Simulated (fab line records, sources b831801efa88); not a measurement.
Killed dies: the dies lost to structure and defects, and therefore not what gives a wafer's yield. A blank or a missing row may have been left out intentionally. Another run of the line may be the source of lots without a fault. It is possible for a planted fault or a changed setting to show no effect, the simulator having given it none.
Which tool is to blame? || flow sky130 || 39 wafers from 13 lots sampled at 5 of the route's 708 steps

== WHAT EACH GAUGE READ, for each wafer ==
SKY_NWELL_TW_MEAS_26.
{"lot": "L768", "measured": "day 6 00:25", "on": "film_metro-02", "NWELL_2_TW": "507 507 508"}
{"lot": "L769", "measured": "day 6 04:32", "on": "film_metro-01", "NWELL_2_TW": "492 494 494"}
{"lot": "L772", "measured": "day 6 19:50", "on": "film_metro-03", "NWELL_2_TW": "490 488 491"}
{"lot": "L773", "measured": "day 7 01:52", "on": "film_metro-01", "NWELL_2_TW": "489 488 490"}
{"lot": "L774", "measured": "day 7 10:29", "on": "film_metro-02", "NWELL_2_TW": "504 503 501"}
{"lot": "L776", "measured": "day 7 21:06", "on": "film_metro-02", "NWELL_2_TW": "503 503 505"}
{"lot": "L777", "measured": "day 8 03:07", "on": "film_metro-03", "NWELL_2_TW": "464 464 466"}
{"lot": "L778", "measured": "day 8 08:33", "on": "film_metro-02", "NWELL_2_TW": "500 499 499"}
{"lot": "L780", "measured": "day 8 19:14", "on": "film_metro-03", "NWELL_2_TW": "467 467 465"}
{"lot": "L781", "measured": "day 9 01:47", "on": "film_metro-01", "NWELL_2_TW": "465 464 464"}
{"lot": "L787", "measured": "day 10 13:49", "on": "film_metro-03", "NWELL_2_TW": "495 495 492"}
{"lot": "L788", "measured": "day 11 03:15", "on": "film_metro-03", "NWELL_2_TW": "494 491 492"}
{"lot": "L789", "measured": "day 11 04:10", "on": "film_metro-02", "NWELL_2_TW": "510 509 510"}

SKY_VIA1_CD_MEAS_12: target cd 150 nm.
{"lot": "L768", "measured": "day 35 11:25", "on": "cd_sem-01", "cd_nm (nm)": "150.7 150.5 150.2"}
{"lot": "L769", "measured": "day 35 15:49", "on": "cd_sem-02", "cd_nm (nm)": "150.7 151.4 150.6"}
{"lot": "L772", "measured": "day 36 17:10", "on": "cd_sem-02", "cd_nm (nm)": "149.8 152.0 152.7"}
{"lot": "L773", "measured": "day 36 20:58", "on": "cd_sem-01", "cd_nm (nm)": "148.7 148.5 149.8"}
{"lot": "L774", "measured": "day 37 17:51", "on": "cd_sem-01", "cd_nm (nm)": "148.4 148.8 148.9"}
{"lot": "L776", "measured": "day 37 23:02", "on": "cd_sem-01", "cd_nm (nm)": "148.5 147.2 146.2"}
{"lot": "L777", "measured": "day 38 04:55", "on": "cd_sem-02", "cd_nm (nm)": "151.0 149.5 149.9"}
{"lot": "L778", "measured": "day 38 21:37", "on": "cd_sem-02", "cd_nm (nm)": "152.6 152.0 151.1"}
{"lot": "L780", "measured": "day 39 06:02", "on": "cd_sem-01", "cd_nm (nm)": "153.4 153.5 151.8"}
{"lot": "L781", "measured": "day 39 07:11", "on": "cd_sem-02", "cd_nm (nm)": "153.6 152.7 151.5"}
{"lot": "L787", "measured": "day 41 02:04", "on": "cd_sem-01", "cd_nm (nm)": "149.6 149.9 147.9"}
{"lot": "L788", "measured": "day 41 15:13", "on": "cd_sem-01", "cd_nm (nm)": "148.5 148.3 148.0"}
{"lot": "L789", "measured": "day 41 16:40", "on": "cd_sem-02", "cd_nm (nm)": "149.4 150.0 149.8"}

SKY_VIA1_OVL_MEAS_13.
{"lot": "L768", "measured": "day 35 11:30", "on": "overlay-02", "VIA1_OVL (nm)": "-4 0 -5"}
{"lot": "L769", "measured": "day 35 15:56", "on": "overlay-02", "VIA1_OVL (nm)": "2 -3 5"}
{"lot": "L772", "measured": "day 36 17:16", "on": "overlay-02", "VIA1_OVL (nm)": "4 0 3"}
{"lot": "L773", "measured": "day 36 21:04", "on": "overlay-01", "VIA1_OVL (nm)": "1 7 5"}
{"lot": "L774", "measured": "day 37 17:56", "on": "overlay-01", "VIA1_OVL (nm)": "-8 -3 -14"}
{"lot": "L776", "measured": "day 37 23:10", "on": "overlay-01", "VIA1_OVL (nm)": "3 9 5"}
{"lot": "L777", "measured": "day 38 05:02", "on": "overlay-02", "VIA1_OVL (nm)": "7 8 10"}
{"lot": "L778", "measured": "day 38 21:44", "on": "overlay-01", "VIA1_OVL (nm)": "9 2 -4"}
{"lot": "L780", "measured": "day 39 06:08", "on": "overlay-02", "VIA1_OVL (nm)": "11 5 1"}
{"lot": "L781", "measured": "day 39 07:17", "on": "overlay-01", "VIA1_OVL (nm)": "3 5 2"}
{"lot": "L787", "measured": "day 41 02:09", "on": "overlay-02", "VIA1_OVL (nm)": "9 4 12"}
{"lot": "L788", "measured": "day 41 15:20", "on": "overlay-02", "VIA1_OVL (nm)": "3 -2 -1"}
{"lot": "L789", "measured": "day 41 16:46", "on": "overlay-01", "VIA1_OVL (nm)": "2 2 -1"}

== WHICH TOOL RAN EACH LOT (tool, then ch and the chambers of the sampled wafers, then the start) ==
{"lot": "L768", "SKY_NWELL_IMPLANT_24": "implanter-02 ch 0, day 6 00:12", "SKY_METAL1_SPUTTER_01": "pvd_sputter-03, day 33 02:52"}
{"lot": "L769", "SKY_NWELL_IMPLANT_24": "implanter-03 ch 0, day 6 04:17", "SKY_METAL1_SPUTTER_01": "pvd_sputter-04, day 33 07:10"}
{"lot": "L772", "SKY_NWELL_IMPLANT_24": "implanter-03 ch 0, day 6 19:36", "SKY_METAL1_SPUTTER_01": "pvd_sputter-04, day 34 09:28"}
{"lot": "L773", "SKY_NWELL_IMPLANT_24": "implanter-04 ch 0, day 7 01:38", "SKY_METAL1_SPUTTER_01": "pvd_sputter-02, day 34 13:28"}
{"lot": "L774", "SKY_NWELL_IMPLANT_24": "implanter-02 ch 0, day 7 10:17", "SKY_METAL1_SPUTTER_01": "pvd_sputter-02, day 35 10:34"}
{"lot": "L776", "SKY_NWELL_IMPLANT_24": "implanter-02 ch 0, day 7 20:51", "SKY_METAL1_SPUTTER_01": "pvd_sputter-02, day 35 16:34"}
{"lot": "L777", "SKY_NWELL_IMPLANT_24": "implanter-02 ch 0, day 8 02:51", "SKY_METAL1_SPUTTER_01": "pvd_sputter-03, day 35 22:46"}
{"lot": "L778", "SKY_NWELL_IMPLANT_24": "implanter-03 ch 0, day 8 08:18", "SKY_METAL1_SPUTTER_01": "pvd_sputter-03, day 36 15:10"}
{"lot": "L780", "SKY_NWELL_IMPLANT_24": "implanter-02 ch 0, day 8 19:00", "SKY_METAL1_SPUTTER_01": "pvd_sputter-04, day 37 00:01"}
{"lot": "L781", "SKY_NWELL_IMPLANT_24": "implanter-02 ch 0, day 9 01:33", "SKY_METAL1_SPUTTER_01": "pvd_sputter-03, day 37 00:23"}
{"lot": "L787", "SKY_NWELL_IMPLANT_24": "implanter-04 ch 0, day 10 13:36", "SKY_METAL1_SPUTTER_01": "pvd_sputter-04, day 38 22:10"}
{"lot": "L788", "SKY_NWELL_IMPLANT_24": "implanter-04 ch 0, day 11 03:00", "SKY_METAL1_SPUTTER_01": "pvd_sputter-04, day 39 12:39"}
{"lot": "L789", "SKY_NWELL_IMPLANT_24": "implanter-03 ch 0, day 11 03:56", "SKY_METAL1_SPUTTER_01": "pvd_sputter-03, day 39 13:31"}
- SKY_NWELL_IMPLANT_24
- SKY_METAL1_SPUTTER_01: material TiN, target thk 20 nm, time 16.7 s.

== AS READ BY THE TOOLS THEMSELVES (means over the sampled wafers that have a number; for cases with no such wafer, the mark the record gives instead) ==
SKY_NWELL_IMPLANT_24.
{"lot": "L768", "tool": "implanter-02", "beam_on_s (s)": 9.99, "faraday_current_uA": 52.0}
{"lot": "L769", "tool": "implanter-03", "beam_on_s (s)": 10.12, "faraday_current_uA": 51.2}
{"lot": "L772", "tool": "implanter-03", "beam_on_s (s)": 9.95, "faraday_current_uA": 52.1}
{"lot": "L773", "tool": "implanter-04", "beam_on_s (s)": 10.00, "faraday_current_uA": 51.9}
{"lot": "L774", "tool": "implanter-02", "beam_on_s (s)": 9.86, "faraday_current_uA": 52.6}
{"lot": "L776", "tool": "implanter-02", "beam_on_s (s)": 10.05, "faraday_current_uA": 51.5}
{"lot": "L777", "tool": "implanter-02", "beam_on_s (s)": 8.39, "faraday_current_uA": 61.9}
{"lot": "L778", "tool": "implanter-03", "beam_on_s (s)": 10.03, "faraday_current_uA": 51.7}
{"lot": "L780", "tool": "implanter-02", "beam_on_s (s)": 8.23, "faraday_current_uA": 62.9}
{"lot": "L781", "tool": "implanter-02", "beam_on_s (s)": 8.32, "faraday_current_uA": 62.4}
{"lot": "L787", "tool": "implanter-04", "beam_on_s (s)": 10.03, "faraday_current_uA": 51.6}
{"lot": "L788", "tool": "implanter-04", "beam_on_s (s)": 10.07, "faraday_current_uA": 51.5}
{"lot": "L789", "tool": "implanter-03", "beam_on_s (s)": 10.05, "faraday_current_uA": 51.8}

SKY_METAL1_SPUTTER_01.
{"lot": "L768", "tool": "pvd_sputter-03", "chamber_pressure_pa (Pa)": 0.3998, "throttle_valve_pct (%)": 30.2}
{"lot": "L769", "tool": "pvd_sputter-04", "chamber_pressure_pa (Pa)": 0.4006, "throttle_valve_pct (%)": 30.2}
{"lot": "L772", "tool": "pvd_sputter-04", "chamber_pressure_pa (Pa)": 0.4001, "throttle_valve_pct (%)": 29.3}
{"lot": "L773", "tool": "pvd_sputter-02", "chamber_pressure_pa (Pa)": 0.4002, "throttle_valve_pct (%)": 30.2}
{"lot": "L774", "tool": "pvd_sputter-02", "chamber_pressure_pa (Pa)": 0.4000, "throttle_valve_pct (%)": 30.3}
{"lot": "L776", "tool": "pvd_sputter-02", "chamber_pressure_pa (Pa)": 0.4002, "throttle_valve_pct (%)": 30.8}
{"lot": "L777", "tool": "pvd_sputter-03", "chamber_pressure_pa (Pa)": 0.4007, "throttle_valve_pct (%)": 30.1}
{"lot": "L778", "tool": "pvd_sputter-03", "chamber_pressure_pa (Pa)": 0.3999, "throttle_valve_pct (%)": 30.3}
{"lot": "L780", "tool": "pvd_sputter-04", "chamber_pressure_pa (Pa)": 0.4006, "throttle_valve_pct (%)": 30.2}
{"lot": "L781", "tool": "pvd_sputter-03", "chamber_pressure_pa (Pa)": 0.4000, "throttle_valve_pct (%)": 30.3}
{"lot": "L787", "tool": "pvd_sputter-04", "chamber_pressure_pa (Pa)": 0.3994, "throttle_valve_pct (%)": 30.7}
{"lot": "L788", "tool": "pvd_sputter-04", "chamber_pressure_pa (Pa)": 0.3999, "throttle_valve_pct (%)": 30.1}
{"lot": "L789", "tool": "pvd_sputter-03", "chamber_pressure_pa (Pa)": 0.3993, "throttle_valve_pct (%)": 30.3}

== THE ANSWER, worked out from the rows above alone ==
Rule: the usual values come from the lots themselves. Put in order of their means at a reading, lots are off if they are a third of the lots or fewer, leave a main group of 4 or more, and stand apart from it by a gap of 3 or more times the standard deviation of the main group's means; of several such gaps the widest counts. A main group whose means are all the same, to the digits that the tables above print for the reading, isn't used. A lot without any number at a reading at which 4 lots or more have one is off too. All remaining lots with rows at the step are treated as sound. After the gauges, taken in route order, come the tools' own readings; for these a lot's mean is taken, as printed above. At the first step where some lot is off, the reading lying furthest off is the one used; lots without a number count as furthest.
Off: L777, L780, L781, at SKY_NWELL_TW_MEAS_26 (NWELL_2_TW). The main group: mean 498, standard deviation 7.1.
A tool fits if, at a process step before that reading, it ran every lot that is off, and no sound lot after the first of them. Not tried: the gauges at SKY_NWELL_TW_MEAS_26; whatever is off there is also off at SKY_NWELL_IMPLANT_24, on other tools, and gauge error can't account for it. One fits: SKY_NWELL_IMPLANT_24 on implanter-02. Its last sound lot is L776 (day 7 20:51), its first lot that is off L777 (day 8 02:51): a fault that began between those two fits.
The tool's own readings at SKY_NWELL_IMPLANT_24 bear it out: on the lots that are off they differ by more than 5 times the standard deviation of the sound lots' means. beam_on_s reads 8.31 s there against 10.02 s on the sound lots; faraday_current_uA reads 62.4 there against 51.8 on the sound lots.

== WHAT HAD BEEN PUT IN BY THE SIMULATOR ==
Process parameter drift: implanter-02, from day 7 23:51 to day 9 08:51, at SKY_NWELL_IMPLANT_24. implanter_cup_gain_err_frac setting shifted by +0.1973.
Struck lots among those shown: L777, L780, L781. The same result came from the rule above.
